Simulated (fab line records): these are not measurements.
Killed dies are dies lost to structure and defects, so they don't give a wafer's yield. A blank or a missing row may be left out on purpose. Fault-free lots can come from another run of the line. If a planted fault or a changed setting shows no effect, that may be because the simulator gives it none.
fab line records || flow sky130
record: {"lots": 6, "wafers": 18, "last_day": 51}
route steps=708 shown FIELD_ISO@1 PAD_OPEN@708
lots that met no fault: taken from a fault-free run of the same line
start_h: start of the lot's first displayed wafer, in hours after the record's first day || wait_h: hours from the lot's prior step to this one || " identical to the entry in the row above || L1.1+2: several wafers, shown together as one row || - no value present, or no start provided || * or withheld: withheld || < > ~ a bound
route shown NAME@n: names a module that has steps shown in the file, with the first one's number in the route || usual: mean/standard deviation of fault-free wafers || same: alike in all rows || chamber/n: place in a boat || sites: per-site readings || _std_site: standard deviation of those values || _edge_site: the outer-site mean with the inner-site mean subtracted || radius_mm: for every site, how far away it sits from the centre of the wafer || mask NAME#n: copy n || behind: the tool/chamber that last shaped the wafer || hold: the reason the lot was held/the length of the hold in hours/how it ended || device: transistor that didn't switch, given as n, p or np || end of line: tests run on the same wafers once the route is complete || for a step that has no rows: nothing shown but its recipe || killed: dies that structure and defects cost at the first sort, which is not the same as the wafer's yield || map: dies across one wafer; x = killed, . = not, _ = none there
set.NAME: the run value of the setting; set.NAME@STEP: its run value at that earlier step || model.NAME: the simulator's own value behind a step, which no gauge read
lots seen at some steps along the route; tables by step, rows by wafer
services: a tool's chamber out of use, with start hour (start_h, from the record's first day; less than 0 if before it), hours out, and reason
== steps ==
step: SKY_FIELD_ISO_BOW_MEAS_00
recipe: {"mode": "bow"}
usual: {"INCOMING_BOW": "0/6.4"}
{"lot.wafer": "L643.4", "tool": "film_metro-03", "chamber": "-", "start_h": 40.06, "wait_h": "-", "INCOMING_BOW[um]": -11}
{"lot.wafer": "L643.5", "tool": "film_metro-03", "chamber": "-", "start_h": 40.06, "wait_h": "-", "INCOMING_BOW[um]": 10}
{"lot.wafer": "L643.6", "tool": "film_metro-03", "chamber": "-", "start_h": 40.06, "wait_h": "-", "INCOMING_BOW[um]": 4}
{"lot.wafer": "L645.4", "tool": "film_metro-01", "chamber": "-", "start_h": 50.06, "wait_h": "-", "INCOMING_BOW[um]": -5}
{"lot.wafer": "L645.5", "tool": "film_metro-01", "chamber": "-", "start_h": 50.06, "wait_h": "-", "INCOMING_BOW[um]": 0}
{"lot.wafer": "L645.6", "tool": "film_metro-01", "chamber": "-", "start_h": 50.06, "wait_h": "-", "INCOMING_BOW[um]": 3}
{"lot.wafer": "L648.1", "tool": "film_metro-04", "chamber": "-", "start_h": 65.00, "wait_h": "-", "INCOMING_BOW[um]": 0}
{"lot.wafer": "L648.3", "tool": "film_metro-04", "chamber": "-", "start_h": 65.00, "wait_h": "-", "INCOMING_BOW[um]": 3}
{"lot.wafer": "L648.6", "tool": "film_metro-04", "chamber": "-", "start_h": 65.00, "wait_h": "-", "INCOMING_BOW[um]": -2}
{"lot.wafer": "L650.4", "tool": "film_metro-04", "chamber": "-", "start_h": 75.06, "wait_h": "-", "INCOMING_BOW[um]": 11}
{"lot.wafer": "L650.5", "tool": "film_metro-04", "chamber": "-", "start_h": 75.06, "wait_h": "-", "INCOMING_BOW[um]": 12}
{"lot.wafer": "L650.6", "tool": "film_metro-04", "chamber": "-", "start_h": 75.06, "wait_h": "-", "INCOMING_BOW[um]": -5}
{"lot.wafer": "L657.1", "tool": "film_metro-01", "chamber": "-", "start_h": 110.00, "wait_h": "-", "INCOMING_BOW[um]": -5}
{"lot.wafer": "L657.2", "tool": "film_metro-01", "chamber": "-", "start_h": 110.00, "wait_h": "-", "INCOMING_BOW[um]": -2}
{"lot.wafer": "L657.6", "tool": "film_metro-01", "chamber": "-", "start_h": 110.00, "wait_h": "-", "INCOMING_BOW[um]": 4}
{"lot.wafer": "L659.2", "tool": "film_metro-03", "chamber": "-", "start_h": 120.02, "wait_h": "-", "INCOMING_BOW[um]": -1}
{"lot.wafer": "L659.5", "tool": "film_metro-03", "chamber": "-", "start_h": 120.02, "wait_h": "-", "INCOMING_BOW[um]": -2}
{"lot.wafer": "L659.6", "tool": "film_metro-03", "chamber": "-", "start_h": 120.02, "wait_h": "-", "INCOMING_BOW[um]": -15}
step: SKY_FIELD_ISO_OXIDATION_01
recipe: {"temp_c": 900, "ambient": "O2", "stabilise_s": 600, "purge_s": 300, "target_thk_a": 120, "ox_time_s": 1843}
step: SKY_FIELD_ISO_THK_MEAS_02
recipe: {"reads": "SiO2_of_FIELD_ISO_OXIDATION_01"}
usual: {"FIELD_ISO_OXIDATION_00_THK": "11.92/0.17"}
{"lot.wafer": "L643.4", "tool": "film_metro-03", "chamber": "-", "start_h": 43.40, "wait_h": 0.0, "FIELD_ISO_OXIDATION_00_THK[nm]": 11.92}
{"lot.wafer": "L643.5", "tool": "film_metro-03", "chamber": "-", "start_h": 43.40, "wait_h": 0.0, "FIELD_ISO_OXIDATION_00_THK[nm]": 12.14}
{"lot.wafer": "L643.6", "tool": "film_metro-03", "chamber": "-", "start_h": 43.40, "wait_h": 0.0, "FIELD_ISO_OXIDATION_00_THK[nm]": 12.09}
{"lot.wafer": "L645.4", "tool": "film_metro-03", "chamber": "-", "start_h": 53.00, "wait_h": 0.0, "FIELD_ISO_OXIDATION_00_THK[nm]": 11.80}
{"lot.wafer": "L645.5", "tool": "film_metro-03", "chamber": "-", "start_h": 53.00, "wait_h": 0.0, "FIELD_ISO_OXIDATION_00_THK[nm]": 11.90}
{"lot.wafer": "L645.6", "tool": "film_metro-03", "chamber": "-", "start_h": 53.00, "wait_h": 0.0, "FIELD_ISO_OXIDATION_00_THK[nm]": 11.84}
{"lot.wafer": "L648.1", "tool": "film_metro-03", "chamber": "-", "start_h": 66.77, "wait_h": 0.0, "FIELD_ISO_OXIDATION_00_THK[nm]": 11.91}
{"lot.wafer": "L648.3", "tool": "film_metro-03", "chamber": "-", "start_h": 66.77, "wait_h": 0.0, "FIELD_ISO_OXIDATION_00_THK[nm]": 11.86}
{"lot.wafer": "L648.6", "tool": "film_metro-03", "chamber": "-", "start_h": 66.77, "wait_h": 0.0, "FIELD_ISO_OXIDATION_00_THK[nm]": 11.96}
{"lot.wafer": "L650.4", "tool": "film_metro-04", "chamber": "-", "start_h": 76.97, "wait_h": 0.0, "FIELD_ISO_OXIDATION_00_THK[nm]": 12.09}
{"lot.wafer": "L650.5", "tool": "film_metro-04", "chamber": "-", "start_h": 76.97, "wait_h": 0.0, "FIELD_ISO_OXIDATION_00_THK[nm]": 12.14}
{"lot.wafer": "L650.6", "tool": "film_metro-04", "chamber": "-", "start_h": 76.97, "wait_h": 0.0, "FIELD_ISO_OXIDATION_00_THK[nm]": 12.14}
{"lot.wafer": "L657.1", "tool": "film_metro-01", "chamber": "-", "start_h": 113.22, "wait_h": 0.0, "FIELD_ISO_OXIDATION_00_THK[nm]": 12.06}
{"lot.wafer": "L657.2", "tool": "film_metro-01", "chamber": "-", "start_h": 113.22, "wait_h": 0.0, "FIELD_ISO_OXIDATION_00_THK[nm]": 12.14}
{"lot.wafer": "L657.6", "tool": "film_metro-01", "chamber": "-", "start_h": 113.22, "wait_h": 0.0, "FIELD_ISO_OXIDATION_00_THK[nm]": 12.11}
{"lot.wafer": "L659.2", "tool": "film_metro-01", "chamber": "-", "start_h": 123.07, "wait_h": 0.0, "FIELD_ISO_OXIDATION_00_THK[nm]": 11.69}
{"lot.wafer": "L659.5", "tool": "film_metro-01", "chamber": "-", "start_h": 123.07, "wait_h": 0.0, "FIELD_ISO_OXIDATION_00_THK[nm]": 11.81}
{"lot.wafer": "L659.6", "tool": "film_metro-01", "chamber": "-", "start_h": 123.07, "wait_h": 0.0, "FIELD_ISO_OXIDATION_00_THK[nm]": 11.94}
step: SKY_FIELD_ISO_CVD_03
recipe: {"material": "Si3N4", "precursor": "DCS/NH3", "target_thk_nm": 165, "temp_c": 770, "time_s": 2830, "pressure_mtorr": 250}
step: SKY_FIELD_ISO_THK_MEAS_04
recipe: {"reads": "Si3N4_of_FIELD_ISO_CVD_03"}
usual: {"FIELD_ISO_CVD_03_THK": "165.4/1.6"}
{"lot.wafer": "L643.4", "tool": "film_metro-01", "chamber": "-", "start_h": 45.73, "wait_h": 0.0, "FIELD_ISO_CVD_03_THK[nm]": 168.2}
{"lot.wafer": "L643.5", "tool": "film_metro-01", "chamber": "-", "start_h": 45.73, "wait_h": 0.0, "FIELD_ISO_CVD_03_THK[nm]": 166.9}
{"lot.wafer": "L643.6", "tool": "film_metro-01", "chamber": "-", "start_h": 45.73, "wait_h": 0.0, "FIELD_ISO_CVD_03_THK[nm]": 166.3}
{"lot.wafer": "L645.4", "tool": "film_metro-01", "chamber": "-", "start_h": 54.85, "wait_h": 0.0, "FIELD_ISO_CVD_03_THK[nm]": 164.7}
{"lot.wafer": "L645.5", "tool": "film_metro-01", "chamber": "-", "start_h": 54.85, "wait_h": 0.0, "FIELD_ISO_CVD_03_THK[nm]": 164.8}
{"lot.wafer": "L645.6", "tool": "film_metro-01", "chamber": "-", "start_h": 54.85, "wait_h": 0.0, "FIELD_ISO_CVD_03_THK[nm]": 163.3}
{"lot.wafer": "L648.1", "tool": "film_metro-04", "chamber": "-", "start_h": 68.83, "wait_h": 0.0, "FIELD_ISO_CVD_03_THK[nm]": 164.8}
{"lot.wafer": "L648.3", "tool": "film_metro-04", "chamber": "-", "start_h": 68.83, "wait_h": 0.0, "FIELD_ISO_CVD_03_THK[nm]": 165.0}
{"lot.wafer": "L648.6", "tool": "film_metro-04", "chamber": "-", "start_h": 68.83, "wait_h": 0.0, "FIELD_ISO_CVD_03_THK[nm]": 164.4}
{"lot.wafer": "L650.4", "tool": "film_metro-04", "chamber": "-", "start_h": 78.82, "wait_h": 0.0, "FIELD_ISO_CVD_03_THK[nm]": 166.6}
{"lot.wafer": "L650.5", "tool": "film_metro-04", "chamber": "-", "start_h": 78.82, "wait_h": 0.0, "FIELD_ISO_CVD_03_THK[nm]": 166.1}
{"lot.wafer": "L650.6", "tool": "film_metro-04", "chamber": "-", "start_h": 78.82, "wait_h": 0.0, "FIELD_ISO_CVD_03_THK[nm]": 166.4}
{"lot.wafer": "L657.1", "tool": "film_metro-04", "chamber": "-", "start_h": 116.23, "wait_h": 0.0, "FIELD_ISO_CVD_03_THK[nm]": 166.2}
{"lot.wafer": "L657.2", "tool": "film_metro-04", "chamber": "-", "start_h": 116.23, "wait_h": 0.0, "FIELD_ISO_CVD_03_THK[nm]": 165.4}
{"lot.wafer": "L657.6", "tool": "film_metro-04", "chamber": "-", "start_h": 116.23, "wait_h": 0.0, "FIELD_ISO_CVD_03_THK[nm]": 165.5}
{"lot.wafer": "L659.2", "tool": "film_metro-04", "chamber": "-", "start_h": 124.91, "wait_h": 0.0, "FIELD_ISO_CVD_03_THK[nm]": 163.3}
{"lot.wafer": "L659.5", "tool": "film_metro-04", "chamber": "-", "start_h": 124.91, "wait_h": 0.0, "FIELD_ISO_CVD_03_THK[nm]": 163.1}
{"lot.wafer": "L659.6", "tool": "film_metro-04", "chamber": "-", "start_h": 124.91, "wait_h": 0.0, "FIELD_ISO_CVD_03_THK[nm]": 163.8}
step: SKY_FIELD_ISO_DEHYDRATE_05
recipe: {"temp_c": 200, "time_s": 60}
step: SKY_FIELD_ISO_HMDS_06
recipe: {"prime_time_s": 60, "prime_temp_c": 120}
step: SKY_FIELD_ISO_COAT_07
recipe: {"resist": "BARC", "temp_c": "withheld", "time_s": "withheld", "spin_rpm": 3000, "resist_thk_nm": 60}
{"lot.wafer": "L643.4+5+6", "tool": "litho_track-02", "chamber": 0, "start_h": 53.64, "wait_h": 0.1}
{"lot.wafer": "L645.4+5+6", "tool": "litho_track-02", "chamber": 0, "start_h": 62.99, "wait_h": 0.1}
{"lot.wafer": "L648.1+3+6", "tool": "litho_track-02", "chamber": 0, "start_h": 77.27, "wait_h": 0.1}
{"lot.wafer": "L650.4+5+6", "tool": "litho_track-01", "chamber": 0, "start_h": 87.60, "wait_h": 0.1}
{"lot.wafer": "L657.1+2+6", "tool": "litho_track-04", "chamber": 0, "start_h": 125.89, "wait_h": 0.1}
{"lot.wafer": "L659.2+5+6", "tool": "litho_track-01", "chamber": 0, "start_h": 134.00, "wait_h": 0.1}
step: SKY_FIELD_ISO_COAT_08
recipe: {"resist": "KrF-thick", "spin_rpm": 3000, "resist_thk_nm": 450}
step: SKY_FIELD_ISO_SOFTBAKE_09
recipe: {"temp_c": 100, "time_s": 90, "resist": "KrF-thick"}
step: SKY_FIELD_ISO_EXPOSE_10
recipe: {"mask_id": "FOM", "na": 0.68, "source_shape": "annular", "sigma_inner": 0.4, "sigma_outer": 0.8, "target_cd_nm": 150, "dose_mj": 28}
step: SKY_FIELD_ISO_PEB_11
recipe: {"peb_temp_c": "withheld", "peb_time_s": "withheld", "resist": "KrF-thick"}
step: SKY_FIELD_ISO_DEVELOP_12
recipe: {"develop_time_s": 60, "resist": "KrF-thick", "dev_temp_c": 21}
step: SKY_FIELD_ISO_CD_MEAS_13
recipe: {"target_cd_nm": 150}
usual: {"cd_nm": "149.6/1.5"}
{"lot.wafer": "L643.4", "tool": "cd_sem-02", "chamber": "-", "start_h": 62.68, "wait_h": "-", "cd_nm": 149.6}
{"lot.wafer": "L643.5", "tool": "cd_sem-02", "chamber": "-", "start_h": 62.68, "wait_h": "-", "cd_nm": 149.7}
{"lot.wafer": "L643.6", "tool": "cd_sem-02", "chamber": "-", "start_h": 62.68, "wait_h": "-", "cd_nm": 149.0}
{"lot.wafer": "L645.4", "tool": "cd_sem-01", "chamber": "-", "start_h": 71.53, "wait_h": "-", "cd_nm": 148.9}
{"lot.wafer": "L645.5", "tool": "cd_sem-01", "chamber": "-", "start_h": 71.53, "wait_h": "-", "cd_nm": 149.8}
{"lot.wafer": "L645.6", "tool": "cd_sem-01", "chamber": "-", "start_h": 71.53, "wait_h": "-", "cd_nm": 150.6}
{"lot.wafer": "L648.1", "tool": "cd_sem-02", "chamber": "-", "start_h": 86.82, "wait_h": "-", "cd_nm": 149.0}
{"lot.wafer": "L648.3", "tool": "cd_sem-02", "chamber": "-", "start_h": 86.82, "wait_h": "-", "cd_nm": 149.2}
{"lot.wafer": "L648.6", "tool": "cd_sem-02", "chamber": "-", "start_h": 86.82, "wait_h": "-", "cd_nm": 148.3}
{"lot.wafer": "L650.4", "tool": "cd_sem-02", "chamber": "-", "start_h": 97.55, "wait_h": "-", "cd_nm": 149.1}
{"lot.wafer": "L650.5", "tool": "cd_sem-02", "chamber": "-", "start_h": 97.55, "wait_h": "-", "cd_nm": 148.5}
{"lot.wafer": "L650.6", "tool": "cd_sem-02", "chamber": "-", "start_h": 97.55, "wait_h": "-", "cd_nm": 147.7}
{"lot.wafer": "L657.1", "tool": "cd_sem-02", "chamber": "-", "start_h": 135.87, "wait_h": "-", "cd_nm": 148.5}
{"lot.wafer": "L657.2", "tool": "cd_sem-02", "chamber": "-", "start_h": 135.87, "wait_h": "-", "cd_nm": 147.6}
{"lot.wafer": "L657.6", "tool": "cd_sem-02", "chamber": "-", "start_h": 135.87, "wait_h": "-", "cd_nm": 148.4}
{"lot.wafer": "L659.2", "tool": "cd_sem-02", "chamber": "-", "start_h": 144.45, "wait_h": "-", "cd_nm": 147.2}
{"lot.wafer": "L659.5", "tool": "cd_sem-02", "chamber": "-", "start_h": 144.45, "wait_h": "-", "cd_nm": 147.8}
{"lot.wafer": "L659.6", "tool": "cd_sem-02", "chamber": "-", "start_h": 144.45, "wait_h": "-", "cd_nm": 147.9}
step: SKY_FIELD_ISO_ETCH_14
recipe: {"chemistry": "N2/H2", "target": "BARC", "ion_energy_ev": 200, "source_w": 500, "bias_w": 100, "pressure_mtorr": 30, "n2_flow_sccm": 100, "h2_flow_sccm": 200, "stop_on": "SiO2", "time_s": 45.9, "target_depth_a": 600}
usual: {"drypump_motor_current_A": "5.6/0.47", "n2_flow_sccm": "100.0/0.3", "oes_product_au": "0.854/0.0047", "throttle_valve_pct": "13.225/0.0094"}
{"lot.wafer": "L643.4", "tool": "rie_diel-04", "chamber": 0, "start_h": 62.74, "wait_h": 0.0, "drypump_motor_current_A": 6.3, "n2_flow_sccm": 100.0, "oes_product_au": 0.865, "rf_hours_counter_h": 140, "throttle_valve_pct": 13.219, "model.etch.depth_nm": 60.12}
{"lot.wafer": "L643.5", "tool": "rie_diel-04", "chamber": 1, "start_h": 62.74, "wait_h": 0.0, "drypump_motor_current_A": 4.8, "n2_flow_sccm": 100.1, "oes_product_au": 0.857, "rf_hours_counter_h": "-", "throttle_valve_pct": 13.238, "model.etch.depth_nm": 60.04}
{"lot.wafer": "L643.6", "tool": "rie_diel-04", "chamber": 2, "start_h": 62.74, "wait_h": 0.0, "drypump_motor_current_A": 5.4, "n2_flow_sccm": 99.5, "oes_product_au": 0.848, "rf_hours_counter_h": "-", "throttle_valve_pct": 13.218, "model.etch.depth_nm": 59.86}
{"lot.wafer": "L645.4", "tool": "rie_diel-02", "chamber": 3, "start_h": 71.59, "wait_h": 0.0, "drypump_motor_current_A": 5.3, "n2_flow_sccm": 99.9, "oes_product_au": 0.840, "rf_hours_counter_h": 41, "throttle_valve_pct": 13.224, "model.etch.depth_nm": 58.23}
{"lot.wafer": "L645.5", "tool": "rie_diel-02", "chamber": 2, "start_h": 71.59, "wait_h": 0.0, "drypump_motor_current_A": 5.9, "n2_flow_sccm": 100.2, "oes_product_au": 0.854, "rf_hours_counter_h": "-", "throttle_valve_pct": 13.214, "model.etch.depth_nm": 59.98}
{"lot.wafer": "L645.6", "tool": "rie_diel-02", "chamber": 1, "start_h": 71.59, "wait_h": 0.0, "drypump_motor_current_A": 5.0, "n2_flow_sccm": 99.8, "oes_product_au": 0.857, "rf_hours_counter_h": "-", "throttle_valve_pct": 13.221, "model.etch.depth_nm": 59.79}
{"lot.wafer": "L648.1", "tool": "rie_diel-01", "chamber": 3, "start_h": 86.94, "wait_h": 0.1, "drypump_motor_current_A": 5.9, "n2_flow_sccm": 99.5, "oes_product_au": 0.838, "rf_hours_counter_h": 62, "throttle_valve_pct": 13.229, "model.etch.depth_nm": 58.5}
{"lot.wafer": "L648.3", "tool": "rie_diel-01", "chamber": 0, "start_h": 86.94, "wait_h": 0.1, "drypump_motor_current_A": 5.8, "n2_flow_sccm": 100.4, "oes_product_au": 0.838, "rf_hours_counter_h": 24, "throttle_valve_pct": 13.225, "model.etch.depth_nm": 58.58}
{"lot.wafer": "L648.6", "tool": "rie_diel-01", "chamber": 2, "start_h": 86.94, "wait_h": 0.1, "drypump_motor_current_A": 5.9, "n2_flow_sccm": 100.1, "oes_product_au": 0.863, "rf_hours_counter_h": "-", "throttle_valve_pct": 13.237, "model.etch.depth_nm": 60}
{"lot.wafer": "L650.4", "tool": "rie_diel-04", "chamber": 3, "start_h": 97.61, "wait_h": 0.0, "drypump_motor_current_A": 5.9, "n2_flow_sccm": 99.7, "oes_product_au": 0.852, "rf_hours_counter_h": 3, "throttle_valve_pct": 13.218, "model.etch.depth_nm": 59.89}
{"lot.wafer": "L650.5", "tool": "rie_diel-04", "chamber": 0, "start_h": 97.61, "wait_h": 0.0, "drypump_motor_current_A": 6.2, "n2_flow_sccm": 99.7, "oes_product_au": 0.847, "rf_hours_counter_h": "-", "throttle_valve_pct": 13.218, "model.etch.depth_nm": 59.87}
{"lot.wafer": "L650.6", "tool": "rie_diel-04", "chamber": 3, "start_h": 97.61, "wait_h": 0.0, "drypump_motor_current_A": 5.9, "n2_flow_sccm": 100.0, "oes_product_au": 0.855, "rf_hours_counter_h": "-", "throttle_valve_pct": 13.218, "model.etch.depth_nm": 59.7}
{"lot.wafer": "L657.1", "tool": "rie_diel-04", "chamber": 2, "start_h": 135.99, "wait_h": 0.1, "drypump_motor_current_A": 5.4, "n2_flow_sccm": 100.2, "oes_product_au": 0.859, "rf_hours_counter_h": 126, "throttle_valve_pct": 13.216, "model.etch.depth_nm": 60.01}
{"lot.wafer": "L657.2", "tool": "rie_diel-04", "chamber": 3, "start_h": 135.99, "wait_h": 0.1, "drypump_motor_current_A": 5.9, "n2_flow_sccm": 99.9, "oes_product_au": 0.856, "rf_hours_counter_h": 4, "throttle_valve_pct": 13.212, "model.etch.depth_nm": 59.92}
{"lot.wafer": "L657.6", "tool": "rie_diel-04", "chamber": 1, "start_h": 135.99, "wait_h": 0.1, "drypump_motor_current_A": 4.8, "n2_flow_sccm": 100.5, "oes_product_au": 0.864, "rf_hours_counter_h": "-", "throttle_valve_pct": 13.229, "model.etch.depth_nm": 60.07}
{"lot.wafer": "L659.2", "tool": "rie_diel-02", "chamber": 0, "start_h": 144.55, "wait_h": 0.1, "drypump_motor_current_A": 5.3, "n2_flow_sccm": 99.8, "oes_product_au": 0.854, "rf_hours_counter_h": 2, "throttle_valve_pct": 13.250, "model.etch.depth_nm": 59.7}
{"lot.wafer": "L659.5", "tool": "rie_diel-02", "chamber": 2, "start_h": 144.55, "wait_h": 0.1, "drypump_motor_current_A": 5.9, "n2_flow_sccm": 99.8, "oes_product_au": 0.858, "rf_hours_counter_h": "-", "throttle_valve_pct": 13.227, "model.etch.depth_nm": 59.92}
{"lot.wafer": "L659.6", "tool": "rie_diel-02", "chamber": 1, "start_h": 144.55, "wait_h": 0.1, "drypump_motor_current_A": 5.0, "n2_flow_sccm": 99.7, "oes_product_au": 0.855, "rf_hours_counter_h": "-", "throttle_valve_pct": 13.230, "model.etch.depth_nm": 59.58}
step: SKY_FIELD_ISO_ETCH_15
recipe: {"chemistry": "CHF3/O2", "target_depth_nm": 180, "stop_on": "Si", "source_w": 600, "bias_w": 200, "pressure_mtorr": 40, "chf3_flow_sccm": 50, "O2_flow_sccm": 5, "time_s": 72}
usual: {"drypump_motor_current_A": "5.5/0.47", "oes_product_au": "0.947/0.007", "throttle_valve_pct": "8.845/0.0093"}
{"lot.wafer": "L643.4", "tool": "rie_diel-04", "chamber": 0, "start_h": 62.78, "wait_h": 0.0, "drypump_motor_current_A": 6.2, "oes_product_au": 0.959, "rf_hours_counter_h": 140, "throttle_valve_pct": 8.858}
{"lot.wafer": "L643.5", "tool": "rie_diel-04", "chamber": 1, "start_h": 62.78, "wait_h": 0.0, "drypump_motor_current_A": 4.8, "oes_product_au": 0.951, "rf_hours_counter_h": "-", "throttle_valve_pct": 8.858}
{"lot.wafer": "L643.6", "tool": "rie_diel-04", "chamber": 2, "start_h": 62.78, "wait_h": 0.0, "drypump_motor_current_A": 5.3, "oes_product_au": 0.954, "rf_hours_counter_h": "-", "throttle_valve_pct": 8.832}
{"lot.wafer": "L645.4", "tool": "rie_diel-02", "chamber": 3, "start_h": 71.63, "wait_h": 0.0, "drypump_motor_current_A": 5.3, "oes_product_au": 0.939, "rf_hours_counter_h": 41, "throttle_valve_pct": 8.846}
{"lot.wafer": "L645.5", "tool": "rie_diel-02", "chamber": 2, "start_h": 71.63, "wait_h": 0.0, "drypump_motor_current_A": 5.9, "oes_product_au": 0.941, "rf_hours_counter_h": "-", "throttle_valve_pct": 8.851}
{"lot.wafer": "L645.6", "tool": "rie_diel-02", "chamber": 1, "start_h": 71.63, "wait_h": 0.0, "drypump_motor_current_A": 5.1, "oes_product_au": 0.940, "rf_hours_counter_h": "-", "throttle_valve_pct": 8.831}
{"lot.wafer": "L648.1", "tool": "rie_diel-01", "chamber": 3, "start_h": 86.98, "wait_h": 0.0, "drypump_motor_current_A": 5.9, "oes_product_au": 0.940, "rf_hours_counter_h": 63, "throttle_valve_pct": 8.841}
{"lot.wafer": "L648.3", "tool": "rie_diel-01", "chamber": 0, "start_h": 86.98, "wait_h": 0.0, "drypump_motor_current_A": 5.8, "oes_product_au": 0.947, "rf_hours_counter_h": 24, "throttle_valve_pct": 8.845}
{"lot.wafer": "L648.6", "tool": "rie_diel-01", "chamber": 2, "start_h": 86.98, "wait_h": 0.0, "drypump_motor_current_A": 5.9, "oes_product_au": 0.949, "rf_hours_counter_h": "-", "throttle_valve_pct": 8.857}
{"lot.wafer": "L650.4", "tool": "rie_diel-04", "chamber": 3, "start_h": 97.66, "wait_h": 0.0, "drypump_motor_current_A": 5.9, "oes_product_au": 0.962, "rf_hours_counter_h": 4, "throttle_valve_pct": 8.855}
{"lot.wafer": "L650.5", "tool": "rie_diel-04", "chamber": 0, "start_h": 97.66, "wait_h": 0.0, "drypump_motor_current_A": 6.3, "oes_product_au": 0.953, "rf_hours_counter_h": "-", "throttle_valve_pct": 8.840}
{"lot.wafer": "L650.6", "tool": "rie_diel-04", "chamber": 3, "start_h": 97.66, "wait_h": 0.0, "drypump_motor_current_A": 5.9, "oes_product_au": 0.946, "rf_hours_counter_h": "-", "throttle_valve_pct": 8.856}
{"lot.wafer": "L657.1", "tool": "rie_diel-04", "chamber": 2, "start_h": 136.03, "wait_h": 0.0, "drypump_motor_current_A": 5.4, "oes_product_au": 0.953, "rf_hours_counter_h": 126, "throttle_valve_pct": 8.841}
{"lot.wafer": "L657.2", "tool": "rie_diel-04", "chamber": 3, "start_h": 136.03, "wait_h": 0.0, "drypump_motor_current_A": 5.9, "oes_product_au": 0.948, "rf_hours_counter_h": 4, "throttle_valve_pct": 8.842}
{"lot.wafer": "L657.6", "tool": "rie_diel-04", "chamber": 1, "start_h": 136.03, "wait_h": 0.0, "drypump_motor_current_A": 4.8, "oes_product_au": 0.954, "rf_hours_counter_h": "-", "throttle_valve_pct": 8.850}
{"lot.wafer": "L659.2", "tool": "rie_diel-02", "chamber": 0, "start_h": 144.59, "wait_h": 0.0, "drypump_motor_current_A": 5.2, "oes_product_au": 0.943, "rf_hours_counter_h": 2, "throttle_valve_pct": 8.852}
{"lot.wafer": "L659.5", "tool": "rie_diel-02", "chamber": 2, "start_h": 144.59, "wait_h": 0.0, "drypump_motor_current_A": 5.9, "oes_product_au": 0.933, "rf_hours_counter_h": "-", "throttle_valve_pct": 8.842}
{"lot.wafer": "L659.6", "tool": "rie_diel-02", "chamber": 1, "start_h": 144.59, "wait_h": 0.0, "drypump_motor_current_A": 5.0, "oes_product_au": 0.938, "rf_hours_counter_h": "-", "throttle_valve_pct": 8.846}
step: SKY_PAD_OPEN_PROBE_99
usual: {"killed_at_M0_to_M3": "44/7.2", "killed_at_M4_up": "2.9/1.8", "killed_at_contacts": "24/5.2", "killed_at_front_end": "15/4", "killed_at_other": "0.2/0.49", "killed_dies": "85/9.1", "killed_open": "47/6.8", "killed_short": "38/5.7"}
same: {"gross_dies": 492, "killed_at_back_side": 0}
{"lot.wafer": "L643.6", "tool": "prober-01", "chamber": "-", "start_h": 1139.09, "wait_h": 0.2, "killed_at_M0_to_M3": 41, "killed_at_M4_up": 3, "killed_at_contacts": 28, "killed_at_front_end": 14, "killed_at_other": 0, "killed_dies": 86, "killed_open": 50, "killed_short": 36}
{"lot.wafer": "L645.4", "tool": "prober-02", "chamber": "-", "start_h": 1144.63, "wait_h": 0.2, "killed_at_M0_to_M3": 36, "killed_at_M4_up": 5, "killed_at_contacts": 30, "killed_at_front_end": 13, "killed_at_other": 0, "killed_dies": 84, "killed_open": 47, "killed_short": 37}
{"lot.wafer": "L645.5", "tool": "prober-02", "chamber": "-", "start_h": 1144.68, "wait_h": 0.2, "killed_at_M0_to_M3": 43, "killed_at_M4_up": 3, "killed_at_contacts": 31, "killed_at_front_end": 13, "killed_at_other": 0, "killed_dies": 90, "killed_open": 53, "killed_short": 37}
killed by level:class
L643.6 LI_CONTACT:geometric_particle:open=10 VIA2:geometric_particle:open=8 VIA1:geometric_particle:open=8 CONTACT:geometric_particle:short=6 CONTACT:geometric_particle:open=6 VIA3:geometric_particle:open=6 FIELD_ISO:geometric_particle:open=5 METAL2:geometric_particle:short=5
L645.4 CONTACT:geometric_particle:open=14 VIA1:geometric_particle:open=7 VIA3:geometric_particle:open=7 FIELD_ISO:geometric_particle:short=6 LOCAL_INTERCONNECT:geometric_particle:short=6 VIA2:geometric_particle:open=6 METAL4:geometric_particle:short=5 METAL1:geometric_particle:short=4
L645.5 CONTACT:geometric_particle:open=16 VIA1:geometric_particle:open=10 VIA3:geometric_particle:open=7 METAL2:geometric_particle:short=7 FIELD_ISO:geometric_particle:short=6 LI_CONTACT:geometric_particle:open=6 METAL1:geometric_particle:short=6 VIA2:geometric_particle:open=5
== services ==
{"tool": "rie_diel-02", "chamber": 0, "start_h": 37.70, "hours": "-", "kind": "clean"}
{"tool": "rie_diel-02", "chamber": 0, "start_h": 37.70, "hours": 13.3, "kind": "scheduled_down"}
{"tool": "rie_diel-02", "chamber": 0, "start_h": 37.70, "hours": 13.3, "kind": "vent_cycle"}
{"tool": "rie_diel-02", "chamber": 2, "start_h": 37.78, "hours": 9.9, "kind": "repair"}
{"tool": "rie_diel-02", "chamber": 2, "start_h": 87.77, "hours": "-", "kind": "clean"}
{"tool": "rie_diel-02", "chamber": 2, "start_h": 87.77, "hours": 16.8, "kind": "scheduled_down"}
{"tool": "rie_diel-02", "chamber": 2, "start_h": 87.77, "hours": 16.8, "kind": "vent_cycle"}
{"tool": "rie_diel-04", "chamber": "-", "start_h": 99.12, "hours": 0.3, "kind": "repair"}
{"tool": "rie_diel-01", "chamber": 2, "start_h": 126.75, "hours": 3.2, "kind": "repair"}
{"tool": "rie_diel-02", "chamber": 1, "start_h": 132.00, "hours": 6.2, "kind": "repair"}
{"tool": "rie_diel-02", "chamber": 3, "start_h": 135.15, "hours": 10.4, "kind": "repair"}
{"tool": "rie_diel-04", "chamber": 2, "start_h": 141.92, "hours": 9.0, "kind": "repair"}
== key ==
first_sign: {"step": "SKY_FIELD_ISO_ETCH_14", "reading": "oes_product_au", "direction": "down", "sigmas": 3.2, "usual": 0.854, "struck": 0.839}
effect none on later readings
model_effect: {"step": "SKY_FIELD_ISO_ETCH_14", "value": "etch.depth_nm", "without": 60.05, "struck": 58.44}
met_at SKY_FIELD_ISO_COAT_07
struck_wafers L645.4,L648.1,L648.3
tester_left_out L645,L648
onset_between 53.64 62.99
fault: {"kind": "process_parameter_drift", "tool": "litho_track-02", "chamber": "-", "onset_h": 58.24, "steps": "SKY_FIELD_ISO_COAT_07", "channel": "resist_thk_nm", "offset": -1.6096, "shape": "step", "end_h": 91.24, "scope": "struck_wafers_only", "acts_in": "these_recipes_only", "stated": 60}
tester_left_out: of these lots the tester's yield and bins aren't shown, on N5 and GAA mostly nor the transistor test; their killed dies are dies lost to structure and defects alone, not to doping, threshold or leakage, so they don't give the yield
